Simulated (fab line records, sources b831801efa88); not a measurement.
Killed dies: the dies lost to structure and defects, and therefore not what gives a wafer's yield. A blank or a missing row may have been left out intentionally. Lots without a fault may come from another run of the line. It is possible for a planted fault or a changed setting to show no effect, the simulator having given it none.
Which tool did it? -- flow sky130 -- 33 wafers from 11 lots sampled at 6 of the route's 708 steps

## WHAT THE GAUGES READ, wafer by wafer
SKY_GATE_OXIDE_OVL_MEAS_10.
lot,measured,on,GATE_OXIDE_OVL (nm)
L828,day 13 16:41,overlay-02,-1.7 -2.2 -2.1
L830,day 14 07:38,overlay-01,-0.9 0.3 -1.1
L831,day 14 16:59,overlay-02,- - -
L842,day 18 14:45,overlay-02,0.8 0.6 -0.8
L843,day 19 12:17,overlay-01,2.1 -0.8 1.5
L844,day 19 19:11,overlay-02,-1.1 -2.3 -1.2
L846,day 20 08:47,overlay-01,2.9 2.5 1.2
L847,day 20 10:35,overlay-01,0.4 0.2 0.2
L848,day 20 20:41,overlay-02,1.5 1.3 1.4
L849,day 21 04:11,overlay-01,1.3 1.9 1.4
L851,day 21 19:41,overlay-01,1.2 0.4 -0.8

SKY_GATE_OXIDE_TW_MEAS_14.
lot,measured,on,GATE_OXIDE_TW
L828,day 13 17:15,film metro-01,221.8 223.6 223.8
L830,day 14 08:08,film metro-01,224.0 224.4 223.4
L831,day 14 17:23,film metro-02,29.6 29.8 29.8
L842,day 18 15:08,film metro-01,221.4 222.3 223.5
L843,day 19 12:41,film metro-03,224.7 224.5 224.7
L844,day 19 19:40,film metro-01,222.4 223.5 223.6
L846,day 20 09:10,film metro-03,225.2 224.1 224.0
L847,day 20 10:59,film metro-03,223.3 224.0 223.2
L848,day 20 21:05,film metro-03,224.1 224.6 224.8
L849,day 21 04:35,film metro-01,223.5 223.9 221.4
L851,day 21 20:04,film metro-03,222.6 222.8 224.5

SKY_LI_CONTACT_THK_MEAS_23: measures by xrf.
lot,measured,on,LI_CONTACT_W_THK (nm)
L828,day 29 01:31,film metro-03,406 408 397
L830,day 29 17:09,film metro-01,413 398 402
L842,day 33 16:49,film metro-04,413 412 413
L843,day 34 09:10,film metro-01,400 406 416
L844,day 34 16:00,film metro-01,406 401 405
L846,day 35 02:31,film metro-03,407 399 405
L847,day 35 08:05,film metro-03,414 398 411
L848,day 35 12:36,film metro-01,418 406 422
L849,day 35 22:43,film metro-01,403 405 401
L851,day 36 09:04,film metro-01,413 411 416

## WHAT TOOL EACH LOT RAN ON (gives the tool, then ch and the chambers of the sampled wafers, and finally the start)
lot,SKY_GATE_OXIDE_EXPOSE_07,SKY_LDD_N_STRIP_16,SKY_LI_CONTACT_SPUTTER_20
L828,"iline stepper-01 ch 0, day 13 03:41","plasma asher-01 ch 0, day 17 14:37","pvd sputter-04, day 29 01:11"
L830,"iline stepper-01 ch 0, day 13 19:32","plasma asher-04 ch 0,1, day 18 05:46","pvd sputter-04, day 29 16:50"
L831,"iline stepper-01 ch 0, day 14 03:32",-,-
L842,"iline stepper-02 ch 0, day 18 00:21","plasma asher-04 ch 0,1, day 22 19:29","pvd sputter-02, day 33 16:29"
L843,"iline stepper-01 ch 0, day 18 20:46","plasma asher-04 ch 0, day 23 16:07","pvd sputter-04, day 34 08:52"
L844,"iline stepper-01 ch 0, day 19 03:50","plasma asher-04 ch 0,1, day 23 22:41","pvd sputter-04, day 34 15:41"
L846,"iline stepper-01 ch 0, day 19 17:07","plasma asher-04 ch 0,1, day 24 11:01","pvd sputter-02, day 35 02:13"
L847,"iline stepper-02 ch 0, day 19 19:38","plasma asher-01 ch 0,1, day 24 15:40","pvd sputter-01, day 35 07:46"
L848,"iline stepper-01 ch 0, day 20 05:15","plasma asher-04 ch 0,1, day 24 23:35","pvd sputter-02, day 35 12:17"
L849,"iline stepper-01 ch 0, day 20 13:10","plasma asher-04 ch 0,1, day 25 08:02","pvd sputter-04, day 35 22:23"
L851,"iline stepper-02 ch 0, day 21 05:13","plasma asher-02 ch 0,1, day 25 20:23","pvd sputter-04, day 36 08:46"
- SKY_GATE_OXIDE_EXPOSE_07: exposes mask LVOM, target cd 600 nm.
- SKY_LDD_N_STRIP_16: strips in O2/N2.
- SKY_LI_CONTACT_SPUTTER_20: material TiN, target thk 20 nm, time 80 s.

## WHAT THE TOOLS THEMSELVES READ (means of the sampled wafers that have a number; where no wafer has one, the mark that the record gives instead)
SKY_GATE_OXIDE_EXPOSE_07.
lot,tool,stage vel mm s (mm/s)
L828,iline stepper-01,500.11
L830,iline stepper-01,499.72
L831,iline stepper-01,500.02
L842,iline stepper-02,500.26
L843,iline stepper-01,500.12
L844,iline stepper-01,500.03
L846,iline stepper-01,499.64
L847,iline stepper-02,500.02
L848,iline stepper-01,499.81
L849,iline stepper-01,500.29
L851,iline stepper-02,499.54

SKY_LDD_N_STRIP_16.
lot,tool,drypump motor current A (A),oes product au (a.u.),strip time to endpoint s (s)
L828,plasma asher-01,5.92,0.404,4.321
L830,plasma asher-04,5.54,0.402,4.309
L842,plasma asher-04,5.52,0.411,4.305
L843,plasma asher-04,5.54,0.407,4.308
L844,plasma asher-04,5.53,0.409,4.305
L846,plasma asher-04,5.53,0.411,4.301
L847,plasma asher-01,5.73,0.409,4.300
L848,plasma asher-04,5.53,0.406,4.325
L849,plasma asher-04,5.54,0.408,4.316
L851,plasma asher-02,5.07,0.406,4.315

SKY_LI_CONTACT_SPUTTER_20.
lot,tool,throttle valve pct (%)
L828,pvd sputter-04,31.4
L830,pvd sputter-04,30.8
L842,pvd sputter-02,30.0
L843,pvd sputter-04,30.4
L844,pvd sputter-04,31.0
L846,pvd sputter-02,29.4
L847,pvd sputter-01,29.9
L848,pvd sputter-02,29.3
L849,pvd sputter-04,29.8
L851,pvd sputter-04,31.0

## THE ANSWER, worked out from the rows above alone
Rule: usual is defined by the lots themselves. The widest of any qualifying gaps counts: lots, ordered by their means at a reading, are off when they make up no more than a third of the lots, leave a main group of 4 or more, and stand apart from it by 3 or more times the standard deviation of that group's means. The tables above print the reading to a certain number of digits; a main group whose means all agree to those digits is not used. Also off: a lot with no number at a reading for which 4 or more lots have one. The other lots that the step has rows for count as sound. The gauges are gone through in route order, then the tools' own readings, and for those a lot's mean is taken as printed above. The first step at which some lot is off is used, and at that step the reading that is off furthest; a lot without a number counts as furthest.
Off: L831, seen at SKY_GATE_OXIDE_OVL_MEAS_10 (GATE_OXIDE_OVL). Without a number there: L831. For the main group the mean is 0.3 nm and the standard deviation 1.3.
A tool fits if, at a process step before that reading, it ran every lot that is off, and no sound lot after the first of them. Not tried: the gauges at SKY_GATE_OXIDE_OVL_MEAS_10; whatever is off there is also off at SKY_GATE_OXIDE_TW_MEAS_14, on other tools, and gauge error can't account for it. Not one of the candidates tried fits.

## WHAT THE SIMULATOR PUT IN
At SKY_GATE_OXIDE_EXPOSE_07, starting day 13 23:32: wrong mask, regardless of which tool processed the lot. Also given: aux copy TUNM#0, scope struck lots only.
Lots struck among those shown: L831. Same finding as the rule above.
